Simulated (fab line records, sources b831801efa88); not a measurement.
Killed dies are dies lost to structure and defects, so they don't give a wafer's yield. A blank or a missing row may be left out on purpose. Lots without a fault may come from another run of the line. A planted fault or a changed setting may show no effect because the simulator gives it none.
Which tool did it? | flow gf180mcu | 6 lots, 17 wafers sampled, at 3 steps of a route of 602

WHAT THE GAUGES READ, wafer by wafer
GF_CONTACT_OVL_MEAS_15.
lot  | measured     | on         | CONTACT_OVL (nm)
L428 | day 16 22:47 | overlay-01 | 4 3 5
L430 | day 17 16:38 | overlay-01 | 7 -2 11
L433 | day 18 13:05 | overlay-02 | 3 0 5
L436 | day 19 21:38 | overlay-01 | 3 0 -3
L444 | day 22 18:04 | overlay-01 | 7 1
L449 | day 24 04:35 | overlay-02 | 5 11 2

WHICH TOOL RAN EACH LOT (tool, then ch and the chambers of the sampled wafers, then the start)
lot  | GF_HV_LDD_STRIP_37                   | GF_PSD_RTA_13
L428 | plasma_asher-02 ch 0,1, day 12 05:22 | rtp_anneal-01 ch 0, day 14 23:08
L430 | plasma_asher-02 ch 0,1, day 12 21:40 | rtp_anneal-01 ch 0, day 15 17:18
L433 | plasma_asher-01 ch 0,1, day 13 17:13 | rtp_anneal-01 ch 0, day 16 14:02
L436 | plasma_asher-04 ch 0,1, day 14 21:13 | rtp_anneal-01 ch 0, day 17 19:52
L444 | plasma_asher-02 ch 0,1, day 17 12:04 | rtp_anneal-02 ch 0, day 20 16:34
L449 | plasma_asher-04 ch 0,1, day 19 00:19 | rtp_anneal-01 ch 0, day 22 05:14
- GF_HV_LDD_STRIP_37: strips in O2/N2.
- GF_PSD_RTA_13: time 20 s.

THE ANSWER, worked out from the rows above alone
Rule: what is usual is taken from the lots themselves. Put in order of their means at a reading, lots are off if they are a third of the lots or fewer, leave a main group of 4 or more, and stand apart from it by a gap of 3 or more times the standard deviation of the main group's means; of several such gaps the widest counts. A main group whose means are all the same, to the digits that the tables above print for the reading, isn't used. A lot without any number at a reading at which 4 lots or more have one is off too. The other lots that the step has rows for count as sound.
No lot is off at any reading shown: from this, nothing can be told.

WHAT THE SIMULATOR HAD PUT IN
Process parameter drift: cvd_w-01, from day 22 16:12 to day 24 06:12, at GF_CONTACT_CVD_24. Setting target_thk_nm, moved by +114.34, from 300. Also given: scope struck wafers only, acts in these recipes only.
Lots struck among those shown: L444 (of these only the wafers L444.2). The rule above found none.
